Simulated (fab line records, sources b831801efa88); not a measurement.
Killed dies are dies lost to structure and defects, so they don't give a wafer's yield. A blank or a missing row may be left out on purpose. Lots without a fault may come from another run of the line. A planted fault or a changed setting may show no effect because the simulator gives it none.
Problem report in the 8D (eight disciplines) form, filled by code | flow gf180mcu | the parts of the form that need people (team, actions taken, sign-off) are left out

1. THE PROBLEM
cathode_dc_power_W at GF_V3_SPUTTER_22 reads a mean of 4179.8 W on 3 wafers of 2 lots; wafers without a fault read 3999.9 W with a standard deviation of 0.84. That is +99 or more standard deviations from the usual mean.
The step: material TiN, target thk 10 nm, time 40 s.
First seen on wafer L369.3, day 27 18:38, on pvd_sputter-04. The record holds 18 wafers of 6 lots with a number at this step. Rule for "out", or "out of limits": more than 4 standard deviations from the usual mean. The other wafers with a number count as sound.

2. WHAT IT IS AND WHAT IT IS NOT
question                    | is                     | is not
which readings at this step | cathode_dc_power_W     | throttle_valve_pct
which lots                  | L369, L370             | L358, L361, L374, L377
which wafers of those lots  | L369.3, L370.4, L370.5 | L369.1, L369.5, L370.6
read on which tools         | pvd_sputter-04         | pvd_sputter-01
when                        | from day 27 18:38      | up to then (8 sound wafers); but 7 sound wafers of L370, L374, L377 came after

3. SUSPECTS, AND WHAT RULES EACH OUT
Counting: a tool at a process step up to the reading stays a suspect if it ran every lot that is out. Sound lots after the first of them don't rule it out here, since some wafers of a struck lot are sound.
- plasma_asher-03 at GF_V3_STRIP_18 (strips in O2/N2): kept. It ran every lot that is out, first L369 (day 27 18:02).
- pvd_sputter-04 at GF_V3_SPUTTER_21 (material Ti, target thk 15 nm, time 80.02 s): kept. It ran every lot that is out, first L369 (day 27 18:35); its last sound lot up to then is L358 (day 23 23:58).
- pvd_sputter-04 at GF_V3_SPUTTER_22 (material TiN, target thk 10 nm, time 40 s): kept. It ran every lot that is out, first L369 (day 27 18:38); its last sound lot up to then is L358 (day 24 00:02). Its own readings are out on those wafers: cathode_dc_power_W.
Left after counting: plasma_asher-03 at GF_V3_STRIP_18, pvd_sputter-04 at GF_V3_SPUTTER_21, pvd_sputter-04 at GF_V3_SPUTTER_22.

4. THE CAUSE (what the simulator had put in)
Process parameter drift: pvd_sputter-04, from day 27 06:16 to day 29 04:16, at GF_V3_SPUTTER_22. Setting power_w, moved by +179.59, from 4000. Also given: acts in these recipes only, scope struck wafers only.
Counting left 3 suspects, and this tool is among them.

5. THE CHAIN OF EFFECTS, in route order
Each row: a reading whose mean over the struck wafers that have a number lies more than 3 standard deviations from the usual. Only readings for which the record gives a usual standard deviation are gone through. hours: the time from each lot's start at the first step in this table that gives one to its start at this step, as a median over the lots. sigmas: the change in usual standard deviations.
hours | step             | reading            | usual    | on struck wafers | change | sigmas
0     | GF_V3_SPUTTER_22 | cathode_dc_power_W | 3999.9 W | 4179.8           | +179.9 | +99 or more
The process steps in it:
- GF_V3_SPUTTER_22: material TiN, target thk 10 nm, time 40 s.

6. WHAT WOULD HAVE CAUGHT IT SOONER
In this record the first reading out of limits was taken at day 27 18:38, 12 hours after the fault began at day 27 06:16.
